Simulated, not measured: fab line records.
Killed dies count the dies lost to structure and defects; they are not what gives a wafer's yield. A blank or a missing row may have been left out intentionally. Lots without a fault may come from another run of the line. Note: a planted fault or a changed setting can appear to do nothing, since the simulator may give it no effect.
Chamber matching + flow sky130 + SKY_SONOS_TUNNEL_WET_ETCH_10 on wet-bench-01 has 4 sister chambers
The step etches SiO2 in dHF, target depth 14 nm, time 280 s. 20 wafers are shown with their chamber, then 10 later ones without.

WAFERS, EACH WITH ITS CHAMBER
| wafer  | chamber | temp-c (C) |
|--------|---------|------------|
| L536.2 | 1       | 25.00      |
| L536.3 | 1       | 25.16      |
| L536.4 | 1       | 25.00      |
| L537.1 | 3       | 24.91      |
| L537.2 | 3       | 24.94      |
| L537.3 | 3       | 24.95      |
| L538.1 | 1       | 24.80      |
| L538.3 | 1       | 24.87      |
| L538.5 | 1       | 25.11      |
| L539.2 | 0       | 25.21      |
| L539.3 | 0       | 25.10      |
| L539.5 | 0       | 24.94      |
| L540.1 | 0       | 25.13      |
| L540.2 | 0       | 24.87      |
| L540.6 | 0       | 24.96      |
| L542.3 | 1       | 25.03      |
| L542.4 | 1       | 25.09      |
| L542.5 | 1       | 25.18      |
| L543.1 | 2       | 25.13      |
| L543.3 | 2       | 25.12      |

SIGNATURES (means of the wafers above)
| reading | chamber 0 | chamber 1 | chamber 2 | chamber 3 | scatter within a chamber |
|---------|-----------|-----------|-----------|-----------|--------------------------|
| temp-c  | 25.0350   | 25.0267   | 25.1250   | 24.9333   | 0.116                    |
Rule: for each reading, subtract the chamber's mean from the wafer's reading, divide by that reading's scatter and square the result; add these up over the readings and take the root, which gives the wafer's distance from the chamber. The wafer belongs to the nearest chamber; if the next one is less than 2 further off, it can't be placed. The scatter is the square root of a quotient: the sum, over the shown wafers, of each reading's squared deviation from its chamber's mean, divided by wafers minus chambers.

WAFERS MISSING THEIR CHAMBER
| wafer  | temp-c (C) |
|--------|------------|
| L543.6 | 24.84      |
| L545.3 | 24.83      |
| L545.4 | 25.03      |
| L545.5 | 25.01      |
| L551.3 | 24.87      |
| L551.4 | 24.97      |
| L551.6 | 24.87      |
| L553.1 | 24.91      |
| L553.2 | 24.84      |
| L553.3 | 25.01      |

CHAMBER TAKEN BY EACH
| wafer  | from the rows above               | in truth |
|--------|-----------------------------------|----------|
| L543.6 | can't be placed: 3 or 1 or 0 or 2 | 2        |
| L545.3 | can't be placed: 3 or 1 or 0 or 2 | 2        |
| L545.4 | can't be placed: 1 or 0 or 2 or 3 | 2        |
| L545.5 | can't be placed: 1 or 0 or 3 or 2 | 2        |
| L551.3 | can't be placed: 3 or 1 or 0 or 2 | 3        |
| L551.4 | can't be placed: 3 or 1 or 0 or 2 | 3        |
| L551.6 | can't be placed: 3 or 1 or 0 or 2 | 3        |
| L553.1 | can't be placed: 3 or 1 or 0 or 2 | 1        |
| L553.2 | can't be placed: 3 or 1 or 0 or 2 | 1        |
| L553.3 | can't be placed: 1 or 0 or 3 or 2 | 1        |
Correct placement for 0 of the 10. These rows do not allow placing 10 (true chamber among the candidates in 10). Placed wrongly: 0.
